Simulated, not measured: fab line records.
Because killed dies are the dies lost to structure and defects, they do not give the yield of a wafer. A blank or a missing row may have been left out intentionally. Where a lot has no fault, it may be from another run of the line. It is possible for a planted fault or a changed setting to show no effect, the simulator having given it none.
The same fault as seen by 2 desks	flow gf180mcu	each desk has only its own numbers; what lay behind them comes last

AT THE METROLOGY DESK
What the gauges read for every lot (on any tool): the sampled wafers with a number, averaged. If a lot's mean is further than 4 standard deviations from the usual mean, the lot is out of limits and carries the mark OUT (the distance appears in the brackets).
Columns: A = cd_nm at GF_SAB_CD_MEAS_09, usual 420.7 nm; B = SAB_OVL at GF_SAB_OVL_MEAS_10, usual 0.4 nm; C = SALICIDE_TIN_RS at GF_SALICIDE_RS_MEAS_04, usual 16.15 ohm/sq; D = SALICIDE_TIN_THK at GF_SALICIDE_THK_MEAS_05, usual 20.31 nm
lot	first seen here	A	B	C	D
L273	day 15 22:26	421.4	0.4	16.18	20.44
L278	day 17 20:05	423.9	0.4	16.02	20.74
L279	day 18 01:28	420.7	1.0	16.05	20.15
L290	day 21 23:08	418.0	2.1	15.83	20.58
L291	day 22 09:27	424.8	0.1	16.43	20.48
L292	day 22 16:46	417.4	-0.9	15.87	20.34
This desk found nothing out of limits on any of the 6 lots.

TOOL OWNER'S DESK, rtp_anneal-01
Per lot that ran on this tool, the mean of the sampled wafers carrying a number, from the tool's own readings at GF_SALICIDE_RTA_06 (time 30 s). If a lot's mean is further than 4 standard deviations from the usual mean, the lot is out of limits and carries the mark OUT (the distance appears in the brackets).
Columns: A = lamp_power_pct at GF_SALICIDE_RTA_06, usual 5.29 %; B = wafer_temp_C_max at GF_SALICIDE_RTA_06, usual 532.0
lot	first seen here	A	B
L273	day 15 23:11	5.49	531.3
L278	day 17 20:49	3.69 (-8.0) OUT	439.7 (-99 or more) OUT
L279	day 18 02:12	3.69 (-8.0) OUT	439.5 (-99 or more) OUT
L291	day 22 10:11	5.49	531.4
This desk finds L278, L279 out of limits, L278 being first, at day 17 20:49 (lamp_power_pct at GF_SALICIDE_RTA_06). L273, L291: within limits.

PUT TOGETHER
At day 17 20:49, on L278, L279, the tool owner's desk was in a position to raise an alarm.
Metrology desk: nothing out of limits seen.
The metrology desk holds a record of L278, L279, inside its limits.
Every lot named ran GF_SALICIDE_RTA_06 on rtp_anneal-01.

WHAT HAD BEEN PUT IN BY THE SIMULATOR
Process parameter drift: rtp_anneal-01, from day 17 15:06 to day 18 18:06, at GF_SALICIDE_RTA_06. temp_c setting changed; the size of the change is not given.
Lots struck among those shown: L278, L279.
Time in hours from fault onset to the first out-of-limits reading at each desk: the tool owner's desk, 6.
